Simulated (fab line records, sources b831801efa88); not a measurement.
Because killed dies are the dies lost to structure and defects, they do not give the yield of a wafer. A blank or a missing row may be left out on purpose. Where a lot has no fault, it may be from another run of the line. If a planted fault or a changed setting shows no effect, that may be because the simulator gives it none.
What tool caused it? | flow sky130 | 11 lots with 33 wafers sampled at 4 steps, on a route of 708 steps

## WHAT EACH GAUGE READ, for each wafer
SKY_CAPM_THK_MEAS_01.
lot  | measured     | on            | CAPM_CVD_00_THK (nm)
L583 | day 36 22:27 | film metro-02 | 15.65 15.49 15.70
L584 | day 37 16:18 | film metro-02 | 15.15 15.47 15.50
L586 | day 38 07:47 | film metro-04 | 15.40 15.56 15.46
L587 | day 38 14:35 | film metro-03 | 15.16 15.59 15.80
L592 | day 39 17:02 | film metro-02 | 15.64 15.57 16.00
L593 | day 40 08:49 | film metro-02 | 15.61 15.70 15.64
L595 | day 40 19:16 | film metro-02 | 15.61 15.46 16.01
L597 | day 41 03:07 | film metro-02 | 15.42 15.37 15.59
L600 | day 42 05:23 | film metro-02 | 15.07 15.82 15.34
L601 | day 42 05:35 | film metro-03 | 15.06 15.49 15.37
L604 | day 43 00:23 | film metro-02 | 15.94 15.65 15.66

SKY_VIA3_BOW_MEAS_03.
lot  | measured     | on            | VIA3_BOW (um)
L583 | day 39 04:55 | film metro-02 | 83 83 82
L584 | day 39 21:29 | film metro-02 | 79 75 78
L586 | day 40 12:30 | film metro-01 | 86 60 77
L587 | day 40 19:40 | film metro-02 | 93 79 77
L592 | day 41 19:26 | film metro-01 | 84 83 77
L593 | day 42 09:16 | film metro-02 | 82 83 91
L595 | day 42 21:53 | film metro-02 | 83 81 82
L597 | day 43 05:22 | film metro-02 | 82 91 90
L600 | day 44 05:58 | film metro-01 | 81 75 66
L601 | day 44 06:44 | film metro-03 | 78 68 71
L604 | day 45 00:02 | film metro-01 | 81 84 87

## TOOL THAT RAN EACH LOT (tool first, then ch and the chambers of the sampled wafers, then the start)
lot  | SKY_VIA2_CMP_24               | SKY_METAL3_METAL_ETCH_18
L583 | cmp-02 ch 2,3, day 36 21:58   | rie metal-04 ch 0,1, day 39 03:11
L584 | cmp-01 ch 0,1,3, day 37 15:53 | rie metal-01 ch 1, day 39 19:43
L586 | cmp-01 ch 0,1,3, day 38 07:24 | rie metal-04 ch 0,1, day 40 11:07
L587 | cmp-02 ch 0,1,2, day 38 14:10 | rie metal-03 ch 0,1, day 40 17:10
L592 | cmp-01 ch 1,3, day 39 16:37   | rie metal-04 ch 0,1, day 41 18:08
L593 | cmp-01 ch 0,1,2, day 40 08:28 | rie metal-04 ch 0,1, day 42 07:59
L595 | cmp-02 ch 0,1,3, day 40 18:52 | rie metal-01 ch 0,1, day 42 20:18
L597 | cmp-01 ch 1,2,3, day 41 02:44 | rie metal-03 ch 0,1, day 43 04:04
L600 | cmp-01 ch 0,2,3, day 42 04:58 | rie metal-03 ch 0, day 44 04:40
L601 | cmp-02 ch 0,2, day 42 05:10   | rie metal-03 ch 0,1, day 44 05:23
L604 | cmp-01 ch 0,1,3, day 42 23:59 | rie metal-03 ch 0,1, day 44 22:42
- SKY_VIA2_CMP_24: polishes, stops on SiO2, t overpolish 20 s, target thk 0 nm.
- SKY_METAL3_METAL_ETCH_18: etches the open film in Cl2/BCl3, stops on SiO2, target depth 845 nm, time 183.1 s.

## WHAT THE TOOLS THEMSELVES READ (means of the sampled wafers that have a number; where no wafer has one, the mark that the record gives instead)
SKY_VIA2_CMP_24.
lot  | tool   | edge zone pressure frac | motor current A (A) | overpolish run s (s) | slurry filter dp kPa (kPa) | time to endpoint s (s)
L583 | cmp-02 | 1.002                   | 10.6                | 20.007               | 13.53                      | 94
L584 | cmp-01 | 0.994                   | 11.4                | 20.001               | 13.59                      | 108
L586 | cmp-01 | 0.997                   | 11.3                | 20.004               | 13.49                      | 102
L587 | cmp-02 | 0.998                   | 11.1                | 19.996               | 13.48                      | 99
L592 | cmp-01 | 0.996                   | 11.3                | 19.992               | 13.54                      | 99
L593 | cmp-01 | 1.003                   | 11.5                | 19.997               | 13.44                      | 105
L595 | cmp-02 | 0.995                   | 10.8                | 20.009               | 13.48                      | 99
L597 | cmp-01 | 1.004                   | 11.1                | 20.002               | 13.51                      | 102
L600 | cmp-01 | 1.002                   | 11.1                | 20.000               | 13.45                      | 103
L601 | cmp-02 | 1.007                   | 11.8                | 20.007               | 13.43                      | 105
L604 | cmp-01 | 1.001                   | 11.6                | 19.998               | 13.54                      | 101

SKY_METAL3_METAL_ETCH_18.
lot  | tool         | chamber pressure mTorr (mTorr) | drypump motor current A (A) | oes product au (a.u.) | throttle valve pct (%)
L583 | rie metal-04 | 9.997                          | 5.4                         | 0.870                 | 22.251
L584 | rie metal-01 | 10.005                         | 5.2                         | 0.865                 | 22.271
L586 | rie metal-04 | 9.991                          | 5.7                         | 0.874                 | 22.262
L587 | rie metal-03 | 9.998                          | 5.6                         | 0.863                 | 22.269
L592 | rie metal-04 | 12.006                         | 5.4                         | 0.862                 | 22.269
L593 | rie metal-04 | 12.003                         | 5.4                         | 0.868                 | 22.265
L595 | rie metal-01 | 9.995                          | 5.4                         | 0.866                 | 22.256
L597 | rie metal-03 | 10.001                         | 5.3                         | 0.875                 | 22.263
L600 | rie metal-03 | 9.988                          | 6.0                         | 0.861                 | 22.265
L601 | rie metal-03 | 10.000                         | 5.6                         | 0.872                 | 22.266
L604 | rie metal-03 | 9.993                          | 5.6                         | 0.869                 | 22.276

## THE ANSWER, worked out from the rows above alone
Rule: the usual values come from the lots themselves. Put in order of their means at a reading, lots are off if they are a third of the lots or fewer, leave a main group of 4 or more, and stand apart from it by a gap of 3 or more times the standard deviation of the main group's means; of several such gaps the widest counts. A main group whose means are all the same, to the digits that the tables above print for the reading, isn't used. A lot without any number at a reading at which 4 lots or more have one is off too. Where the step has rows for the other lots, those lots are counted as sound. The gauges are gone through in route order, then the tools' own readings, and for those a lot's mean is taken as printed above. The first step at which some lot is off is used, and at that step the reading that is off furthest; a lot without a number counts as furthest.
Off at SKY_METAL3_METAL_ETCH_18 (chamber pressure mTorr): L592, L593. The main group has a mean of 9.996 mTorr with a standard deviation of 0.005.
A tool fits if, at that step or a process step before it, it ran every lot that is off, and no sound lot after the first of them. One fits: rie metal-04 at SKY_METAL3_METAL_ETCH_18. Its last sound lot is L586 (day 40 11:07), its first lot that is off L592 (day 41 18:08): a fault that began between those two fits.
On the lots that are off, the tool's own readings at SKY_METAL3_METAL_ETCH_18 differ by more than 5 times the standard deviation of the sound lots' means, which bears it out; chamber pressure mTorr reads 12.005 mTorr there versus 9.996 mTorr on the sound lots.

## WHAT THE SIMULATOR HAD INSERTED
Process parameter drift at SKY_METAL3_METAL_ETCH_18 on rie metal-04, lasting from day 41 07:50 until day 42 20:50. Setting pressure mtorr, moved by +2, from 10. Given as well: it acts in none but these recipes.
Shown lots that were struck: L592, L593. Same finding as the rule above.
